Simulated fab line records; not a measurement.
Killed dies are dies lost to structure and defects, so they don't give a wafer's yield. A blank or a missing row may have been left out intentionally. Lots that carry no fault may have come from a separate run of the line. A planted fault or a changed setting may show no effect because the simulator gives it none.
One fault through the eyes of 2 desks -- flow sky130 -- each desk holds nothing but its own numbers, with what lay behind them at the end

== METROLOGY DESK ==
What the gauges read for every lot (on any tool): the sampled wafers with a number, averaged. Any lot whose mean is over 4 standard deviations away from the usual mean is out of limits and marked OUT; that distance is given in the brackets.
Columns: A = POLY_GATE_OXIDATION_THK at SKY_POLY_GATE_THK_MEAS_21, usual 3.99 nm; B = cdNm at SKY_POLY_GATE_CD_MEAS_22, usual 150.3 nm; C = LDD_N_OVL at SKY_LDD_N_OVL_MEAS_07, usual -1.1 nm
lot,first seen here,A,B,C
L211,day 17 14:45,4.04,150.7,0.4
L214,day 18 12:16,3.96,149.6,-1.9
L219,day 20 06:46,3.97,150.9,0.1
L226,day 22 19:31,3.88,148.0,-2.4
L228,day 23 03:16,3.88,150.0,-0.8
L230,day 23 19:52,3.92,150.5,-1.0
Result from this desk: across the 6 lots, nothing is out of limits.

== DESK OF THE TOOL OWNER: implanter-04 ==
SKY_LDD_N_IMPLANT_08, tool's own readings: per-lot mean of the sampled wafers with a number, covering each lot this tool ran. Any lot whose mean is over 4 standard deviations away from the usual mean is out of limits and marked OUT; that distance is given in the brackets.
Columns: A = doseIonsCm2 at SKY_LDD_N_IMPLANT_08, usual 7.499e+13; B = faradayCurrentUA at SKY_LDD_N_IMPLANT_08, usual 422
lot,first seen here,A,B
L211,day 18 21:06,7.503e+13,424
L226,day 24 01:31,6.576e+13 (-99 or more) OUT,365 (-6.5) OUT
L228,day 24 09:31,6.580e+13 (-99 or more) OUT,375 (-5.3) OUT
This desk's verdict: out of limits on L226, L228, starting with L226 at day 24 01:31 (doseIonsCm2 at SKY_LDD_N_IMPLANT_08). L211 stayed within limits.

== ALL TOGETHER ==
The tool owner's desk had the chance to raise an alarm at day 24 01:31 on L226, L228.
Nothing out of limits was seen by the metrology desk.
The metrology desk has L226, L228 on record, within its limits.
On implanter-04, each named lot ran SKY_LDD_N_IMPLANT_08.

== WHAT WAS PUT IN BY THE SIMULATOR ==
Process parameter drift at SKY_LDD_N_IMPLANT_08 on implanter-04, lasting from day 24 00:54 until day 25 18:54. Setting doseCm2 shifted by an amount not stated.
Shown lots that were struck: L226, L228.
Delay in hours, fault start to first out-of-limits reading, by desk: the tool owner's desk at 1.
